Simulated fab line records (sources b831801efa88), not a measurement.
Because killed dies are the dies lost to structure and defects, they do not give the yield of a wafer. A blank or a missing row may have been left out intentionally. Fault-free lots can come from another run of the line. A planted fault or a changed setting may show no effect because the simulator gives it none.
fab line records ; flow sky130
record lots=14; wafers=42; lastDay=50
route steps=708 shown VIA3@597 PAD_OPEN@708
lots that met no fault: taken from a fault-free run of the same line
startH: the number of hours between the record's first day and the start of the first shown wafer of the lot ; waitH: how many hours have passed since the lot's step before this one ; " identical to the entry in the row above ; L1.1+2: a row that stands for several wafers ; - value missing, or start not given ; * or withheld: withheld ; < > ~ a bound
route shown NAME@n: NAME is a module with steps in the file, n the number in the route of the first one ; usual: mean and standard deviation over wafers with no fault ; same: alike in all rows ; chamber/n: place in a boat ; sites: readings site by site ; _std_site: their standard deviation ; _edge_site: inner sites' mean taken away from outer sites' mean ; radiusMm: for every site, how far away it sits from the centre of the wafer ; mask NAME#n: copy n ; behind: tool/chamber where the wafer was last shaped ; hold: why the lot was held/for how many hours/how that ended ; device: transistor that didn't switch, given as n, p or np ; end of line: the tests these same wafers got at the end of their route ; where a step has no rows: the recipe by itself ; killed: the dies lost at the first sort to structure and to defects; this is not the yield of the wafer ; map: shows each die of a wafer: x if killed, . if not, _ if none is there
set.NAME: the setting that was run; set.NAME@STEP: the one run at that earlier step ; model.NAME: the simulator's own value behind a step, which no gauge read
steps of the route over a sample of lots; a table a step, a row a wafer
services: the hour from which a tool's chamber was out of use, counted from the record's first day as startH (under 0 if before that day), plus the number of hours and why
## steps
# step SKY_VIA3_CMP_24
# recipe stopOn=SiO2; tOverpolishS=20; downForcePsi=3.5; platenRpm=60; targetThkNm=0; padVelocityMS=0.94248
# usual edgeZonePressureFrac=1.000/0.0046; headPressurePsi=3.500/0.0076; motorCurrentA=11.1/0.92; overpolishRunS=20.001/0.0087; timeToEndpointS=96/3.5
lot.wafer;tool;chamber;startH;waitH;edgeZonePressureFrac;headPressurePsi;motorCurrentA;overpolishRunS;timeToEndpointS
L379.3;cmp-01;3;934.67;0.1;0.991;3.484;12.2;20.006;96
L379.1;cmp-01;0;934.67;0.1;0.994;3.492;11.5;20.005;89
L379.5;cmp-01;3;934.67;0.1;0.994;3.501;11.6;19.994;94
L381.4;cmp-01;0;940.56;0.1;1.002;3.498;11.4;20.009;97
L381.5;cmp-01;3;940.56;0.1;0.994;3.508;11.9;19.994;97
L381.6;cmp-01;0;940.56;0.1;1.000;3.499;11.4;20.004;94
L384.1;cmp-02;2;965.98;0.1;0.996;3.493;10.7;19.996;94
L384.4;cmp-02;3;965.98;0.1;1.001;3.495;11.0;20.009;97
L384.2;cmp-02;1;965.98;0.1;1.000;3.495;11.0;20.011;100
L383.1;cmp-02;0;969.34;0.1;0.994;3.506;12.4;20.005;98
L383.3;cmp-02;2;969.34;0.1;1.002;3.503;10.6;20.016;98
L383.5;cmp-02;0;969.34;0.1;0.994;3.514;12.2;19.993;96
L385.3;cmp-01;3;970.07;0.0;1.006;3.496;11.9;20.001;97
L385.4;cmp-01;0;970.07;0.0;0.998;3.510;11.2;20.007;92
L385.6;cmp-01;3;970.07;0.0;0.995;3.486;11.8;20.001;94
L386.3;cmp-01;1;984.10;0.1;-;-;-;-;-
L386.2;cmp-01;2;984.10;0.1;-;-;-;-;-
L386.5;cmp-01;3;984.10;0.1;-;-;-;-;-
L387.4;cmp-01;1;992.20;0.0;-;-;-;-;-
L387.3;cmp-01;2;992.20;0.0;-;-;-;-;-
L387.1;cmp-01;3;992.20;0.0;-;-;-;-;-
L388.1;cmp-01;2;1001.26;0.1;1.002;3.493;9.7;20.011;91
L388.6;cmp-01;2;1001.26;0.1;1.003;3.490;9.7;20.004;89
L388.5;cmp-01;3;1001.26;0.1;1.016;3.501;11.7;20.000;96
L393.1;cmp-01;3;1024.67;0.1;0.993;3.510;12.1;20.010;98
L393.4;cmp-01;1;1024.67;0.1;0.997;3.506;10.0;19.992;98
L393.6;cmp-01;0;1024.67;0.1;0.996;3.498;10.7;20.001;96
L394.2;cmp-01;0;1033.48;0.0;1.009;3.503;10.8;20.006;87
L394.3;cmp-01;2;1033.48;0.0;0.998;3.503;9.6;19.996;90
L394.5;cmp-01;0;1033.48;0.0;1.002;3.495;11.2;20.005;88
L396.3;cmp-02;2;1057.97;0.1;0.997;3.498;10.6;19.980;97
L396.5;cmp-02;0;1057.97;0.1;1.004;3.498;11.6;19.998;99
L396.6;cmp-02;1;1057.97;0.1;1.001;3.504;11.0;20.014;101
L398.4;cmp-02;3;1059.48;0.0;0.997;3.502;12.0;20.015;95
L398.1;cmp-02;0;1059.48;0.0;0.996;3.502;12.6;19.997;98
L398.5;cmp-02;3;1059.48;0.0;1.000;3.500;10.9;19.986;99
L400.3;cmp-01;3;1069.99;0.1;0.998;3.498;12.1;19.996;103
L400.2;cmp-01;1;1069.99;0.1;1.003;3.498;9.4;20.011;102
L400.5;cmp-01;2;1069.99;0.1;1.001;3.488;9.9;20.009;97
L402.2;cmp-02;0;1078.73;0.1;1.004;3.499;12.4;20.001;97
L402.1;cmp-02;1;1078.73;0.1;1.005;3.506;11.1;20.001;103
L402.6;cmp-02;3;1078.73;0.1;1.007;3.491;12.1;19.995;97
# step SKY_PAD_OPEN_PROBE_99
# usual defectLimitedYield=82.5/1.9; killed_at_M0_to_M3=43/7.2; killed_at_M4_up=3.3/2; killedAtContacts=25/5.8; killedAtFrontEnd=15/4.5; killedAtOther=0.3/0.62; killedDies=86/9.4; killedOnRim=17/3.7; killedOpen=47/7.1; killedShort=39/6; sort_bin_3_pad_short=0.9/0.4; sort_bin_5_function=10.4/1.4; sort_bin_6_memory=6.2/1.1; sort_bin_8_speed=0.7/1.4; sortNPass=402/11; sortYieldPct=81.7/2.2
# same grossDies=492; killedAtBackSide=0; sort_bin_4_leakage[%]=0
lot.wafer;tool;chamber;startH;waitH;defectLimitedYield[%];killed_at_M0_to_M3;killed_at_M4_up;killedAtContacts;killedAtFrontEnd;killedAtOther;killedDies;killedOnRim;killedOpen;killedShort;sort_bin_3_pad_short[%];sort_bin_5_function[%];sort_bin_6_memory[%];sort_bin_8_speed[%];sortNPass;sortYieldPct[%]
L386.2;prober-02;-;1122.80;0.1;0;433;5;38;15;1;492;96;55;36;82.3;10.4;7.3;0;0;0
L386.3;prober-02;-;1122.85;0.2;0;449;3;22;18;0;492;96;47;35;84.8;7.9;7.3;0;0;0
L386.5;prober-02;-;1122.95;0.2;0;439;5;30;17;1;492;96;51;43;81.9;12.4;5.7;0;0;0
L387.1;prober-01;-;1128.94;0.1;0;445;6;22;19;0;492;96;44;41;83.5;11.2;5.3;0;0;0
L387.3;prober-01;-;1129.04;0.2;0;447;1;20;24;0;492;96;50;37;83.3;10.4;6.3;0;0;0
L387.4;prober-01;-;1129.09;0.2;0;445;1;29;16;1;492;96;53;40;81.9;11.8;6.3;0;0;0
L398.1;prober-02;-;1183.11;0.1;83.9;43;3;21;11;1;79;17;40;39;0.8;10.8;4.5;1.0;408;82.9
L398.4;prober-02;-;1183.26;0.2;84.1;33;3;22;19;1;78;23;44;34;1.0;9.3;5.5;1.4;407;82.7
L398.5;prober-02;-;1183.31;0.2;85.4;32;5;20;15;0;72;14;46;26;0.8;9.8;4.1;0.8;416;84.6
# killed by level:class
L386.2 VIA3:areaCmp=400 CONTACT:geometricParticle:open=16 LI_CONTACT:geometricParticle:open=9 VIA1:geometricParticle:open=8 METAL1:geometricParticle:short=6 VIA3:geometricParticle:open=6 SPACER:geometricParticle:open=4 LI_CONTACT:geometricParticle:short=4
L386.3 VIA3:areaCmp=410 VIA1:geometricParticle:open=9 LI_CONTACT:geometricParticle:open=8 VIA3:geometricParticle:open=8 CONTACT:geometricParticle:open=6 FIELD_ISO:geometricParticle:short=5 POLY_GATE:geometricParticle:short=4 LOCAL_INTERCONNECT:geometricParticle:short=4
L386.5 VIA3:areaCmp=398 CONTACT:geometricParticle:open=11 LI_CONTACT:geometricParticle:open=8 VIA1:geometricParticle:open=7 POLY_GATE:geometricParticle:open=6 VIA3:geometricParticle:open=6 METAL1:geometricParticle:short=6 LOCAL_INTERCONNECT:geometricParticle:short=5
L387.1 VIA3:areaCmp=407 CONTACT:geometricParticle:open=8 METAL2:geometricParticle:short=7 VIA2:geometricParticle:open=7 LI_CONTACT:geometricParticle:open=6 FIELD_ISO:geometricParticle:open=5 POLY_GATE:geometricParticle:open=5 VIA1:geometricParticle:open=5
L387.3 VIA3:areaCmp=404 VIA1:geometricParticle:open=13 CONTACT:geometricParticle:short=7 SPACER:geometricParticle:open=6 CONTACT:geometricParticle:open=6 VIA2:geometricParticle:short=5 VIA3:geometricParticle:open=5 FIELD_ISO:geometricParticle:short=4
L387.4 VIA3:areaCmp=398 CONTACT:geometricParticle:open=12 METAL2:geometricParticle:short=10 LI_CONTACT:geometricParticle:open=9 VIA1:geometricParticle:open=8 VIA3:geometricParticle:open=7 VIA2:geometricParticle:open=7 METAL1:geometricParticle:short=5
L398.1 VIA2:geometricParticle:open=9 VIA1:geometricParticle:open=8 CONTACT:geometricParticle:short=6 CONTACT:geometricParticle:open=6 LOCAL_INTERCONNECT:geometricParticle:short=5 METAL1:geometricParticle:short=5 VIA1:geometricParticle:short=4 POLY_GATE:geometricParticle:short=4
L398.4 CONTACT:geometricParticle:open=10 VIA1:geometricParticle:open=6 LI_CONTACT:geometricParticle:open=5 METAL2:geometricParticle:short=5 FIELD_ISO:geometricParticle:short=4 FIELD_ISO:geometricParticle:open=4 POLY_GATE:geometricParticle:short=4 METAL1:geometricParticle:short=4
L398.5 VIA3:geometricParticle:open=8 CONTACT:geometricParticle:open=8 VIA1:geometricParticle:open=7 LOCAL_INTERCONNECT:geometricParticle:short=6 POLY_GATE:geometricParticle:open=5 LI_CONTACT:geometricParticle:open=5 VIA2:geometricParticle:open=5 POLY_GATE:geometricParticle:short=3
## services
tool;chamber;startH;hours;kind
cmp-02;-;912.03;4.0;pm
cmp-02;-;916.03;-;consumableReplace:conditioner
cmp-02;-;916.03;-;consumableReplace:pad
cmp-02;-;953.57;1.5;repair
cmp-02;-;969.65;7.7;pm
cmp-01;-;984.95;4.6;repair
cmp-01;-;1027.72;5.3;repair
## key
firstSign step=SKY_VIA3_CMP_24; reading=toolRecord; direction=missing
effect step=SKY_PAD_OPEN_PROBE_99; reading=sort_bin_3_pad_short; direction=up; sigmas=99+; usual=0.9; struck=83.0
moreKillsBornAt SKY_VIA3_CMP_24@cmp-01=2413
metAt SKY_VIA3_CMP_24
struckLots L386,L387
laterRowsLeftOut L386.2,L386.3,L386.5,L387.1,L387.3,L387.4
onsetBetween 970.07 984.10
fault kind=skippedStepWhole; tool=cmp-01; chamber=-; onsetH=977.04; steps=SKY_VIA3_CMP_24; scope=struckLotsOnly
# laterRowsLeftOut: the simulator's readings of these wafers behind a module that went badly wrong aren't trusted and aren't shown, but for the sort
